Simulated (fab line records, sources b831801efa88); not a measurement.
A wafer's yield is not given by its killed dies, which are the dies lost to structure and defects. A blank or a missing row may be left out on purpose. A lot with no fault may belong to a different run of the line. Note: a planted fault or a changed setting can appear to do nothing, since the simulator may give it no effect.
Which tool did it? / flow sky130 / 12 lots, 36 wafers sampled, at 3 steps of a route of 708

WHAT THE GAUGES READ, wafer by wafer
SKY_CAP2M_THK_MEAS_01.
lot=L876; measured=day 39 17:07; on=film-metro-02; CAP2M_CVD_00_THK (nm)=15.62 15.55 15.35
lot=L880; measured=day 40 23:19; on=film-metro-02; CAP2M_CVD_00_THK (nm)=15.04 15.07 15.30
lot=L882; measured=day 41 06:55; on=film-metro-03; CAP2M_CVD_00_THK (nm)=15.21 15.40 15.18
lot=L883; measured=day 41 19:20; on=film-metro-02; CAP2M_CVD_00_THK (nm)=15.46 15.48 15.84
lot=L885; measured=day 42 11:35; on=film-metro-01; CAP2M_CVD_00_THK (nm)=15.48 15.47 15.46
lot=L886; measured=day 42 19:23; on=film-metro-01; CAP2M_CVD_00_THK (nm)=15.22 15.55 15.68
lot=L887; measured=day 43 08:53; on=film-metro-03; CAP2M_CVD_00_THK (nm)=15.09 15.52 15.42
lot=L888; measured=day 43 12:38; on=film-metro-02; CAP2M_CVD_00_THK (nm)=15.23 15.68 15.61
lot=L889; measured=day 43 15:50; on=film-metro-02; CAP2M_CVD_00_THK (nm)=15.07 15.01 15.48
lot=L891; measured=day 44 08:27; on=film-metro-03; CAP2M_CVD_00_THK (nm)=15.31 15.58 15.69
lot=L894; measured=day 44 22:10; on=film-metro-03; CAP2M_CVD_00_THK (nm)=15.11 15.11 15.39
lot=L898; measured=day 45 21:46; on=film-metro-02; CAP2M_CVD_00_THK (nm)=15.49 15.50 15.60

SKY_METAL4_CD_MEAS_13: the cd target is 300 nm.
lot=L876; measured=day 41 18:17; on=cd-sem-01; cd-nm (nm)=300.6 301.4 298.8
lot=L880; measured=day 42 22:50; on=cd-sem-02; cd-nm (nm)=297.9 298.4 296.7
lot=L882; measured=day 43 06:07; on=cd-sem-01; cd-nm (nm)=301.5 301.0 302.1
lot=L883; measured=day 43 19:02; on=cd-sem-01; cd-nm (nm)=298.0 298.3 299.1
lot=L885; measured=day 44 09:14; on=cd-sem-02; cd-nm (nm)=299.8 302.2 300.9
lot=L886; measured=day 44 16:20; on=cd-sem-02; cd-nm (nm)=300.5 299.6 300.3
lot=L887; measured=day 45 05:43; on=cd-sem-01; cd-nm (nm)=300.0 300.1 300.6
lot=L888; measured=day 45 08:38; on=cd-sem-01; cd-nm (nm)=301.6 301.0 302.4
lot=L889; measured=day 45 11:55; on=cd-sem-01; cd-nm (nm)=299.2 299.0 298.7
lot=L891; measured=day 46 03:51; on=cd-sem-01; cd-nm (nm)=298.1 298.8 299.7
lot=L894; measured=day 46 16:53; on=cd-sem-01; cd-nm (nm)=299.3 299.4 298.9
lot=L898; measured=day 47 15:05; on=cd-sem-02; cd-nm (nm)=299.1 299.0 299.4

WHICH TOOL RAN EACH LOT (tool, then ch and the chambers of the sampled wafers, then the start)
lot=L876; SKY_CAP2M_CVD_00=pecvd-03 ch 0,1,2, day 39 17:04
lot=L880; SKY_CAP2M_CVD_00=pecvd-01 ch 0,1,2, day 40 23:18
lot=L882; SKY_CAP2M_CVD_00=pecvd-01 ch 1,2, day 41 06:54
lot=L883; SKY_CAP2M_CVD_00=pecvd-02 ch 0,1,2, day 41 19:18
lot=L885; SKY_CAP2M_CVD_00=pecvd-01 ch 1,2, day 42 11:32
lot=L886; SKY_CAP2M_CVD_00=pecvd-03 ch 0,2, day 42 19:21
lot=L887; SKY_CAP2M_CVD_00=pecvd-03 ch 0,2, day 43 08:52
lot=L888; SKY_CAP2M_CVD_00=pecvd-03 ch 0,2, day 43 12:35
lot=L889; SKY_CAP2M_CVD_00=pecvd-01 ch 1,2, day 43 15:49
lot=L891; SKY_CAP2M_CVD_00=pecvd-01 ch 0,1,2, day 44 08:25
lot=L894; SKY_CAP2M_CVD_00=pecvd-01 ch 0,1,2, day 44 22:08
lot=L898; SKY_CAP2M_CVD_00=pecvd-01 ch 0,1,2, day 45 21:43
- SKY_CAP2M_CVD_00: deposits SiO2, target thk 15.5 nm.

WHAT THE TOOLS THEMSELVES READ (means of the sampled wafers that have a number; where no wafer has one, the mark that the record gives instead)
SKY_CAP2M_CVD_00.
lot=L876; tool=pecvd-03; heater-power-w (W)=713; rf-fwd-power-W (W)=443.0
lot=L880; tool=pecvd-01; heater-power-w (W)=797; rf-fwd-power-W (W)=443.6
lot=L882; tool=pecvd-01; heater-power-w (W)=693; rf-fwd-power-W (W)=445.3
lot=L883; tool=pecvd-02; heater-power-w (W)=756; rf-fwd-power-W (W)=439.5
lot=L885; tool=pecvd-01; heater-power-w (W)=748; rf-fwd-power-W (W)=441.7
lot=L886; tool=pecvd-03; heater-power-w (W)=644; rf-fwd-power-W (W)=443.5
lot=L887; tool=pecvd-03; heater-power-w (W)=657; rf-fwd-power-W (W)=442.8
lot=L888; tool=pecvd-03; heater-power-w (W)=708; rf-fwd-power-W (W)=443.2
lot=L889; tool=pecvd-01; heater-power-w (W)=778; rf-fwd-power-W (W)=443.2
lot=L891; tool=pecvd-01; heater-power-w (W)=720; rf-fwd-power-W (W)=444.1
lot=L894; tool=pecvd-01; heater-power-w (W)=739; rf-fwd-power-W (W)=444.0
lot=L898; tool=pecvd-01; heater-power-w (W)=763; rf-fwd-power-W (W)=444.2

THE ANSWER, worked out from the rows above alone
Rule: the lots themselves supply what counts as usual. Put in order of their means at a reading, lots are off if they are a third of the lots or fewer, leave a main group of 4 or more, and stand apart from it by a gap of 3 or more times the standard deviation of the main group's means; of several such gaps the widest counts. The tables above print the reading to a certain number of digits; a main group whose means all agree to those digits is not used. Also off: a lot with no number at a reading for which 4 or more lots have one. The other lots that the step has rows for count as sound. Order of review: gauges by route order, followed by the tools' own readings, for which a lot's mean as printed above is used. At the first step where some lot is off, the reading lying furthest off is the one used; lots without a number count as furthest.
No lot is off at any reading shown: from this, nothing can be told.

WHAT THE SIMULATOR HAD INSERTED
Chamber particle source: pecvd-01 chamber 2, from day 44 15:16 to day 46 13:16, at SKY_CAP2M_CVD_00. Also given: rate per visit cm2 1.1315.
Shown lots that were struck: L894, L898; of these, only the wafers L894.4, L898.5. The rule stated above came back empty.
